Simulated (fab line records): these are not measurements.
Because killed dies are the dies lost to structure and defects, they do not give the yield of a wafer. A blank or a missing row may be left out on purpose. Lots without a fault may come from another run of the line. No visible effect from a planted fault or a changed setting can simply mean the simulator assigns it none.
Chamber matching :: flow gf180mcu :: cmp-01 running GF_V2_CMP_04: 4 sister chambers
The step polishes SiO2. 8 wafers are shown with their chamber, then 12 later ones without.

== WAFERS, EACH WITH ITS CHAMBER ==
wafer: L082.4
chamber: 0
motor_current_A (A): 12.7
time_to_endpoint_s (s): 82

wafer: L083.2
chamber: 0
motor_current_A (A): 12.5
time_to_endpoint_s (s): 78

wafer: L084.6
chamber: 3
motor_current_A (A): 12.4
time_to_endpoint_s (s): 79

wafer: L085.2
chamber: 1
motor_current_A (A): 9.3
time_to_endpoint_s (s): 76

wafer: L085.6
chamber: 2
motor_current_A (A): 11.0
time_to_endpoint_s (s): 76

wafer: L086.4
chamber: 1
motor_current_A (A): 9.5
time_to_endpoint_s (s): 79

wafer: L086.5
chamber: 3
motor_current_A (A): 12.7
time_to_endpoint_s (s): 74

wafer: L086.6
chamber: 2
motor_current_A (A): 11.0
time_to_endpoint_s (s): 79

== WAFERS WITHOUT THEIR CHAMBER ==
wafer: L091.3
motor_current_A (A): 12.8
time_to_endpoint_s (s): 71

wafer: L091.4
motor_current_A (A): 10.5
time_to_endpoint_s (s): 73

wafer: L091.6
motor_current_A (A): 12.6
time_to_endpoint_s (s): 83

wafer: L094.1
motor_current_A (A): 12.3
time_to_endpoint_s (s): 68

wafer: L094.2
motor_current_A (A): 10.9
time_to_endpoint_s (s): 73

wafer: L094.5
motor_current_A (A): 9.4
time_to_endpoint_s (s): 77

wafer: L097.2
motor_current_A (A): 10.6
time_to_endpoint_s (s): 76

wafer: L097.3
motor_current_A (A): 9.6
time_to_endpoint_s (s): 67

wafer: L097.4
motor_current_A (A): 12.4
time_to_endpoint_s (s): 83

wafer: L097.1
motor_current_A (A): 12.4
time_to_endpoint_s (s): 82

wafer: L097.5
motor_current_A (A): 11.6
time_to_endpoint_s (s): 85

wafer: L097.6
motor_current_A (A): 10.9
time_to_endpoint_s (s): 70

== WHICH CHAMBER EACH ONE RAN IN ==
wafer: L091.3
from the rows above: can't be placed: 3 or 0
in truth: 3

wafer: L091.4
from the rows above: 2
in truth: 2

wafer: L091.6
from the rows above: can't be placed: 0 or 3
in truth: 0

wafer: L094.1
from the rows above: can't be placed: 3 or 0
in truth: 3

wafer: L094.2
from the rows above: 2
in truth: 2

wafer: L094.5
from the rows above: 1
in truth: 1

wafer: L097.2
from the rows above: 2
in truth: 2

wafer: L097.3
from the rows above: 1
in truth: 1

wafer: L097.4
from the rows above: can't be placed: 0 or 3
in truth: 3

wafer: L097.1
from the rows above: can't be placed: 0 or 3
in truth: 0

wafer: L097.5
from the rows above: 2
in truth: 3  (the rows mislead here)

wafer: L097.6
from the rows above: 2
in truth: 2
Correct placement for 6 of the 12. These rows do not allow placing 5 (true chamber among the candidates in 5). Placed wrongly: 1.
How it was worked out, from the rows above alone: a wafer's distance from a chamber is the root of the sum, over the readings, of the square of ((its reading less the chamber's mean) divided by the reading's scatter). The wafer belongs to the nearest chamber; if the next one is less than 2 further off, it can't be placed. The mean given for a chamber averages the wafers shown for that chamber. The scatter: the root of (the sum of the squares of (reading less its chamber's mean) over the shown wafers, divided by (wafers less chambers)).
